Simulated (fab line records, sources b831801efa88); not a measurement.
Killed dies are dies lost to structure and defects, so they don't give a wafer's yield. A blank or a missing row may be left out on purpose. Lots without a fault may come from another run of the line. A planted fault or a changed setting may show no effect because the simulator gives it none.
fab line records	flow sky130
record lots=12	wafers=34	lastDay=50
route steps=708 shown LI_CONTACT@365 LOCAL_INTERCONNECT@393 PAD_OPEN@708
lots untouched by any fault: they come from a run of this same line in which no faults occurred
startH: hours from the record's opening day to when the first of the lot's shown wafers began	waitH: how many hours have passed since the lot's step before this one	" same as the row above	L1.1+2: a single row standing in for several wafers	- either no value or no given start	* or withheld: withheld	< > ~ a bound
route shown NAME@n: a module of which the file shows steps, and the number in the route of the first	usual: average and standard deviation across the fault-free wafers	same: alike in all rows	chamber/n: place in a boat	sites: readings site by site	_std_site: the standard deviation of these	_edge_site: the outer-site mean with the inner-site mean subtracted	radiusMm: for every site, how far away it sits from the centre of the wafer	mask NAME#n: copy n	behind: the tool/chamber that last shaped the wafer	hold: why the lot was held/for how many hours/how that ended	device: names the non-switching transistor (n, p or np)	end of line: the route-end tests of the same wafers	step lacking rows: just its recipe	killed: dies that structure and defects cost at the first sort, which is not the same as the wafer's yield	map: a wafer's dies, x killed, . not, _ none there
set.NAME: the setting the step ran with; set.NAME@STEP: the setting that earlier step ran with	model.NAME: the simulator's own value behind a step, which no gauge read
route steps across a sampled set of lots; one table per step, one row per wafer
services: from which hour (startH, from the record's first day; less than 0 if before it) a tool's chamber was out of use, for how many hours, and why
## steps
# step SKY_LI_CONTACT_BOW_MEAS_03
# recipe mode=bow
# usual LI_CONTACT_BOW=56/7.1
lot.wafer	tool	chamber	startH	waitH	LI_CONTACT_BOW[um]
L996.1	filmMetro-03	-	645.55	0.1	47
L996.5	"	-	"	"	66
L996.6	"	-	"	"	64
L997.2	filmMetro-02	-	654.22	0.1	64
L997.3	"	-	"	"	56
L997.4	"	-	"	"	59
L998.3	filmMetro-04	-	668.99	0.1	49
L998.4	"	-	"	"	50
L998.6	"	-	"	"	56
L999.1	filmMetro-03	-	686.55	0.1	57
L999.4	"	-	"	"	52
L999.6	"	-	"	"	60
L102.3	filmMetro-04	-	690.60	0.2	49
L102.4	"	-	"	"	57
L102.5	"	-	"	"	58
L103.1	filmMetro-04	-	710.75	0.1	71
L103.2	"	-	"	"	56
L103.4	"	-	"	"	58
L108.2	filmMetro-03	-	750.59	0.2	50
L108.3	"	-	"	"	46
L110.4	filmMetro-02	-	758.62	0.3	34
L110.5	"	-	"	"	53
L113.2	filmMetro-04	-	786.23	0.2	66
L113.3	"	-	"	"	49
L113.5	"	-	"	"	41
L116.2	filmMetro-04	-	801.58	0.1	72
L116.3	"	-	"	"	49
L116.5	"	-	"	"	67
L118.1	filmMetro-03	-	811.67	0.2	54
L118.3	"	-	"	"	52
L118.5	"	-	"	"	60
L119.1	filmMetro-02	-	818.66	0.2	52
L119.2	"	-	"	"	56
L119.6	"	-	"	"	59
# step SKY_LI_CONTACT_RS_MEAS_22
# recipe thkMeasGauge=four-point-probe	reads=W_of_LI_CONTACT_CVD_21+TiN_of_LI_CONTACT_SPUTTER_20+Ti_of_LI_CONTACT_SPUTTER_19
# usual LI_CONTACT_W_RS=0.2865/0.0028
lot.wafer	tool	chamber	startH	waitH	LI_CONTACT_W_RS[ohm/sq]
L996.1	filmMetro-03	-	675.34	0.1	0.2870
L996.5	"	-	"	"	0.2880
L996.6	"	-	"	"	0.2894
L997.2	filmMetro-03	-	682.44	0.1	0.2863
L997.3	"	-	"	"	0.2935
L997.4	"	-	"	"	0.2901
L998.3	filmMetro-03	-	697.92	0.1	0.2855
L998.4	"	-	"	"	0.2812
L998.6	"	-	"	"	0.2822
L999.1	filmMetro-03	-	715.12	0.1	0.2807
L999.4	"	-	"	"	0.2859
L999.6	"	-	"	"	0.2852
L102.3	filmMetro-04	-	719.20	0.2	0.2870
L102.4	"	-	"	"	0.2831
L102.5	"	-	"	"	0.2833
L103.1	filmMetro-03	-	738.80	0.1	0.2811
L103.2	"	-	"	"	0.2850
L103.4	"	-	"	"	0.2848
L108.2	filmMetro-04	-	778.90	0.1	0.2858
L108.3	"	-	"	"	0.2883
L110.4	filmMetro-02	-	786.48	0.1	0.2869
L110.5	"	-	"	"	0.2874
L113.2	filmMetro-04	-	813.22	0.1	0.2865
L113.3	"	-	"	"	0.2824
L113.5	"	-	"	"	0.2844
L116.2	filmMetro-04	-	828.78	0.1	0.2948
L116.3	"	-	"	"	0.2879
L116.5	"	-	"	"	0.2894
L118.1	filmMetro-04	-	838.41	0.1	0.2838
L118.3	"	-	"	"	0.2856
L118.5	"	-	"	"	0.2833
L119.1	filmMetro-02	-	845.61	0.1	0.2866
L119.2	"	-	"	"	0.2841
L119.6	"	-	"	"	0.2818
# step SKY_LOCAL_INTERCONNECT_COAT_06
# recipe resist=KrF-thick	spinRpm=3000	resistThkNm=450
# usual chillPlateTempC=23.01/0.1
lot.wafer	tool	chamber	startH	waitH	chillPlateTempC
L996.1	lithoTrack-01	0	689	-	23.13
L996.5	"	0	"	"	22.99
L996.6	"	0	"	"	22.92
L997.2	lithoTrack-02	0	696	-	23.10
L997.3	"	0	"	"	23.09
L997.4	"	0	"	"	23.13
L998.3	lithoTrack-02	0	711	-	23.08
L998.4	"	0	"	"	22.91
L998.6	"	0	712	-	22.95
L999.1	lithoTrack-02	0	729	-	23.00
L999.4	"	0	"	"	23.03
L999.6	"	0	"	"	23.02
L102.3	lithoTrack-02	0	733	-	22.93
L102.4	"	0	"	"	23.01
L102.5	"	0	"	"	23.02
L103.1	lithoTrack-02	0	751	-	22.97
L103.2	"	0	"	"	23.02
L103.4	"	0	"	"	22.96
L108.2	lithoTrack-02	0	792	-	22.92
L108.3	"	0	"	"	22.89
L110.4	lithoTrack-02	0	800	-	22.94
L110.5	"	0	"	"	22.92
L113.2	lithoTrack-01	0	826	-	22.96
L113.3	"	0	"	"	22.86
L113.5	"	0	"	"	22.90
L116.2	lithoTrack-03	0	842	-	23.13
L116.3	"	0	"	"	23.13
L116.5	"	0	"	"	23.02
L118.1	lithoTrack-03	0	851	-	22.93
L118.3	"	0	"	"	22.84
L118.5	"	0	852	-	22.83
L119.1	lithoTrack-01	0	858	-	22.93
L119.2	"	0	"	"	22.98
L119.6	"	0	"	"	22.90
# step SKY_LOCAL_INTERCONNECT_METAL_ETCH_14
# recipe targetDepthNm=110	stopOn=PSG	chemistry=Cl2/BCl3	target=TiN	resistSidewallDeg=88	pressureMtorr=10	icpW=900	biasW=48.5	Cl2_flow_sccm=60	bcl3FlowSccm=30	timeS=31.4
# usual chamberPressureMTorr=10.000/0.0095	drypumpMotorCurrentA=5.8/0.47	oesProductAu=0.941/0.0061	throttleValvePct=21.902/0.0099
lot.wafer	tool	chamber	startH	waitH	chamberPressureMTorr	drypumpMotorCurrentA	oesProductAu	rfHoursCounterH	throttleValvePct
L996.1	rieMetal-03	1	703.07	0.0	9.986	6.2	0.934	3	21.894
L996.5	"	0	"	"	10.007	5.7	0.942	-	21.903
L996.6	"	1	"	"	10.016	6.2	0.927	-	21.889
L997.2	rieMetal-04	0	711.36	0.0	10.004	6.5	0.941	11	21.885
L997.3	"	0	"	"	9.997	6.5	0.933	-	21.898
L997.4	"	1	"	"	9.998	6.0	0.932	-	21.879
L998.3	rieMetal-01	1	725.27	0.0	9.998	5.7	0.935	-	21.893
L998.4	"	0	"	"	9.999	4.9	0.935	-	21.896
L998.6	"	0	"	"	9.990	4.9	0.933	-	21.900
L999.1	rieMetal-03	0	743.61	0.0	10.021	5.7	0.940	1	21.909
L999.4	"	1	"	"	9.997	6.2	0.944	-	21.906
L999.6	"	1	"	"	10.019	6.2	0.942	-	21.905
L102.3	rieMetal-03	0	747.44	0.0	10.004	5.8	0.946	-	21.898
L102.4	"	1	"	"	10.010	6.2	0.939	-	21.887
L102.5	"	0	"	"	10.007	5.7	0.948	-	21.896
L103.1	rieMetal-01	1	765.81	0.0	9.993	5.7	0.947	15	21.899
L103.2	"	0	"	"	10.011	4.9	0.936	5	21.899
L103.4	"	1	"	"	9.995	5.7	0.936	-	21.908
L108.2	rieMetal-01	1	806.14	0.1	10.017	5.7	0.927	-	21.920
L108.3	"	1	"	"	9.990	5.7	0.944	-	21.894
L110.4	rieMetal-04	0	812.94	0.0	9.991	6.5	0.936	-	21.904
L110.5	"	0	"	"	9.997	6.5	0.936	-	21.916
L113.2	rieMetal-01	1	839.69	0.1	9.987	5.7	0.941	-	21.891
L113.3	"	1	"	"	10.004	5.7	0.936	-	21.890
L113.5	"	1	"	"	9.992	5.7	0.944	-	21.923
L116.2	rieMetal-04	1	855.82	0.0	9.997	6.0	0.943	5	21.893
L116.3	"	0	"	"	9.989	6.5	0.946	-	21.913
L116.5	"	1	"	"	9.985	6.0	0.942	-	21.876
L118.1	rieMetal-03	1	864.96	0.0	9.985	6.2	0.944	9	21.892
L118.3	"	0	"	"	10.021	5.7	0.942	-	21.898
L118.5	"	0	"	"	9.999	5.8	0.943	-	21.899
L119.1	rieMetal-01	0	872.69	0.1	9.987	4.9	0.944	7	21.895
L119.2	"	0	"	"	9.994	4.9	0.928	-	21.913
L119.6	"	0	"	"	9.989	4.9	0.935	-	21.902
# step SKY_LOCAL_INTERCONNECT_STRIP_15
# recipe chemistry=O2/N2	powerW=1400	pressureMtorr=1500	platenTempC=withheld	o2FlowSccm=3000	n2FlowSccm=300	overashFraction=0.5
# usual chamberPressureMTorr=1500.1/1.4	drypumpMotorCurrentA=5.5/0.42	oesProductAu=0.427/0.0044	stripTimeToEndpointS=4.731/0.022
lot.wafer	tool	chamber	startH	waitH	chamberPressureMTorr	drypumpMotorCurrentA	oesProductAu	rfHoursCounterH	stripTimeToEndpointS
L996.1	plasmaAsher-03	1	703.12	0.0	1499.3	4.9	0.427	62	4.725
L996.5	"	0	"	"	1501.9	6.1	0.429	-	4.720
L996.6	"	1	"	"	1500.1	4.9	0.429	-	4.737
L997.2	plasmaAsher-01	0	711.41	0.0	1499.5	5.9	0.430	102	4.710
L997.3	"	1	"	"	1501.5	5.7	0.425	-	4.687
L997.4	"	0	"	"	1502.8	5.9	0.421	-	4.733
L998.3	plasmaAsher-03	1	725.34	0.1	1500.8	5.0	0.427	-	4.735
L998.4	"	0	"	"	1498.8	6.1	0.425	-	4.735
L998.6	"	0	"	"	1499.7	6.1	0.420	-	4.744
L999.1	plasmaAsher-04	0	743.66	0.0	1501.5	5.4	0.427	32	4.743
L999.4	"	1	"	"	1501.3	5.3	0.428	-	4.724
L999.6	"	0	"	"	1498.4	5.5	0.428	-	4.736
L102.3	plasmaAsher-03	1	747.51	0.1	1499.7	5.0	0.428	-	4.750
L102.4	"	0	"	"	1500.5	6.1	0.420	-	4.748
L102.5	"	1	"	"	1500.5	5.0	0.436	-	4.776
L103.1	plasmaAsher-04	0	765.86	0.0	1500.9	5.5	0.424	34	4.730
L103.2	"	1	"	"	1498.4	5.3	0.413	34	4.728
L103.4	"	0	"	"	1498.5	5.5	0.423	-	4.728
L108.2	plasmaAsher-03	1	806.22	0.1	1498.5	5.0	0.433	72	4.825
L108.3	"	1	"	"	1499.9	5.0	0.424	-	4.712
L110.4	plasmaAsher-03	1	813.01	0.1	1499.6	5.0	0.431	-	4.821
L110.5	"	1	"	"	1499.3	5.0	0.422	-	4.696
L113.2	plasmaAsher-03	0	839.77	0.1	1499.2	6.1	0.427	75	4.737
L113.3	"	1	"	"	1497.4	5.0	0.424	-	4.723
L113.5	"	0	"	"	1499.3	6.1	0.421	-	4.733
L116.2	plasmaAsher-03	0	855.88	0.0	1500.6	6.1	0.430	77	4.743
L116.3	"	0	"	"	1501.9	6.1	0.433	-	4.714
L116.5	"	1	"	"	1500.9	5.0	0.425	-	4.717
L118.1	plasmaAsher-03	1	865.01	0.0	1497.2	5.0	0.427	78	4.747
L118.3	"	0	"	"	1501.2	6.1	0.426	-	4.732
L118.5	"	0	"	"	1501.2	6.1	0.428	-	4.744
L119.1	plasmaAsher-01	1	872.79	0.1	1501.7	5.7	0.427	13	4.767
L119.2	"	0	"	"	1501.9	5.9	0.432	13	4.763
L119.6	"	1	"	"	1500.4	5.7	0.421	-	4.749
# step SKY_PAD_OPEN_PROBE_99
# usual killed_at_M0_to_M3=43/7.5	killed_at_M4_up=3.3/1.9	killedAtContacts=24/4.6	killedAtFrontEnd=16/4.9	killedAtOther=0.2/0.46	killedDies=87/9.1	killedOpen=47/7.4	killedShort=39/6.6
# same grossDies=492	killedAtBackSide=0
lot.wafer	tool	chamber	startH	waitH	killed_at_M0_to_M3	killed_at_M4_up	killedAtContacts	killedAtFrontEnd	killedAtOther	killedDies	killedOpen	killedShort
L110.4	prober-02	-	1153.52	0.2	36	3	23	14	1	77	41	36
L110.5	prober-02	-	1153.57	0.2	40	4	23	32	0	99	50	49
# killed by level:class
L110.4 VIA1:geometricParticle:open=12 CONTACT:geometricParticle:open=8 CONTACT:geometricParticle:short=7 METAL2:geometricParticle:short=6 LI_CONTACT:geometricParticle:open=4 VIA3:geometricParticle:short=4 FIELD_ISO:geometricParticle:open=3 POLY_GATE:geometricParticle:open=3
L110.5 CONTACT:geometricParticle:open=10 POLY_GATE:geometricParticle:short=9 VIA2:geometricParticle:open=8 VIA1:geometricParticle:open=8 FIELD_ISO:geometricParticle:short=7 VIA1:geometricParticle:short=7 POLY_GATE:geometricParticle:open=6 LI_CONTACT:geometricParticle:open=6
## services
tool	chamber	startH	hours	kind
lithoTrack-02	-	670.87	-	consumableReplace:filter
rieMetal-03	0	681.17	-	clean
rieMetal-03	0	681.17	16.8	scheduledDown
rieMetal-03	0	681.17	16.8	ventCycle
rieMetal-01	1	697.17	2.3	repair
rieMetal-03	-	715.16	1.4	pm
rieMetal-04	1	717.94	-	clean
rieMetal-04	1	717.94	22.5	scheduledDown
rieMetal-04	1	717.94	22.5	ventCycle
plasmaAsher-01	-	733.79	9.0	pm
plasmaAsher-01	0	733.79	9.0	ventCycle
plasmaAsher-01	1	733.79	9.0	ventCycle
plasmaAsher-01	0	742.79	-	clean
plasmaAsher-01	1	742.79	-	clean
plasmaAsher-04	-	791.74	1.2	repair
rieMetal-01	0	797.48	52.8	repair
rieMetal-04	-	800.55	0.3	repair
rieMetal-01	-	809.35	2.8	pm
rieMetal-04	0	859.58	-	clean
rieMetal-04	0	859.58	26.2	scheduledDown
rieMetal-04	0	859.58	26.2	ventCycle
rieMetal-01	1	860.93	-	clean
rieMetal-01	1	860.93	18.2	scheduledDown
rieMetal-01	1	860.93	18.2	ventCycle
## key
firstSign step=SKY_LOCAL_INTERCONNECT_STRIP_15	reading=stripTimeToEndpointS	direction=up	sigmas=4.1	usual=*	struck=*
effect none on later readings
metAt SKY_LOCAL_INTERCONNECT_COAT_06
struckLots L108,L110
struckWafers L108.2,L110.4
testerLeftOut L108,L110
notActingAt SKY_LI_CONTACT_BOW_MEAS_03,SKY_LI_CONTACT_RS_MEAS_22,SKY_LOCAL_INTERCONNECT_METAL_ETCH_14
onsetBetween 751 792
fault kind=processParameterDrift	tool=lithoTrack-02	chamber=-	onsetH=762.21	steps=SKY_LOCAL_INTERCONNECT_COAT_06	channel=resistThkNm	offset=11.888	shape=step	endH=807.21	scope=struckWafersOnly	actsIn=theseRecipesOnly	stated=450
# testerLeftOut: of these lots the tester's yield and bins aren't shown, on N5 and GAA mostly nor the transistor test; their killed dies are dies lost to structure and defects alone, not to doping, threshold or leakage, so they don't give the yield
